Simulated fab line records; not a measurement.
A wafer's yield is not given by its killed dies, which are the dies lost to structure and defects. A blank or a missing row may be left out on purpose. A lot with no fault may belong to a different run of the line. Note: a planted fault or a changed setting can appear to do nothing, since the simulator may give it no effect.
2 desks, one fault / flow gf180mcu / each desk holds nothing but its own numbers, with what lay behind them at the end

## THE TOOL OWNER'S DESK: lithoTrack-03
The tool's own readings at GF_CONTACT_PEB_12 (peb time 90 s): means of the sampled wafers that have a number, for each lot that ran on this tool. Any lot whose mean is over 4 standard deviations away from the usual mean is out of limits and marked OUT; that distance is given in the brackets.
Columns: A = heaterPowerTotalW at GF_CONTACT_PEB_12, usual 85.70 W; B = plateTempC at GF_CONTACT_PEB_12, usual 134.97 C
lot=L658; first seen here=day 16 20:25; A=85.70; B=134.98
lot=L665; first seen here=day 19 16:10; A=103.73 (+99 or more) OUT; B=-
lot=L666; first seen here=day 19 21:44; A=103.68 (+99 or more) OUT; B=-
lot=L668; first seen here=day 20 12:14; A=103.85 (+99 or more) OUT; B=-
This desk's finding: out of limits on L665, L666, L668; first on L665, day 19 16:10 (heaterPowerTotalW at GF_CONTACT_PEB_12). Within limits: L658.

## THE METROLOGY DESK
What the gauges read for every lot (on any tool): the sampled wafers with a number, averaged. Any lot whose mean is over 4 standard deviations away from the usual mean is out of limits and marked OUT; that distance is given in the brackets.
Columns: A = CONTACT_CVD_00_THK at GF_CONTACT_THK_MEAS_01, usual 299 nm; B = CONTACT_CVD_02_THK at GF_CONTACT_THK_MEAS_03, usual 860 nm; C = CONTACT_BOW at GF_CONTACT_BOW_MEAS_05, usual 65 um; D = cdNm at GF_CONTACT_CD_MEAS_14, usual 219.6 nm; E = CONTACT_OVL at GF_CONTACT_OVL_MEAS_15, usual -3 nm
lot=L658; first seen here=day 15 21:40; A=295; B=848; C=66; D=220.9; E=4
lot=L659; first seen here=day 16 04:14; A=295; B=864; C=62; D=219.5; E=8
lot=L665; first seen here=day 18 15:38; A=303; B=853; C=62; D=199.7 (-12) OUT; E=-6
lot=L666; first seen here=day 18 21:16; A=298; B=858; C=74; D=202.8 (-9.9) OUT; E=-3
lot=L668; first seen here=day 19 12:38; A=300; B=863; C=65; D=204.0 (-9.2) OUT; E=-3
lot=L669; first seen here=day 19 23:55; A=303; B=859; C=65; D=219.4; E=-9
lot=L674; first seen here=day 21 16:29; A=294; B=856; C=55; D=220.7; E=-5
This desk's finding: out of limits on L665, L666, L668; first on L665, day 19 16:31 (cdNm at GF_CONTACT_CD_MEAS_14). Within limits: L658, L659, L669, L674.

## PUT TOGETHER
On L665, L666, L668, at day 19 16:10, an alarm was possible from the tool owner's desk.
The metrology desk could have raised an alarm at day 19 16:31, on L665, L666, L668.
Of the lots named, all ran GF_CONTACT_PEB_12 on lithoTrack-03.

## WHAT THE SIMULATOR HAD PUT IN
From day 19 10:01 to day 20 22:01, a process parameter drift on lithoTrack-03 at GF_CONTACT_PEB_12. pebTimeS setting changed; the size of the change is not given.
Lots struck among those shown: L665, L666, L668.
Fault start to first reading out of limits, in hours, per desk: tool owner, 6; metrology, 6.
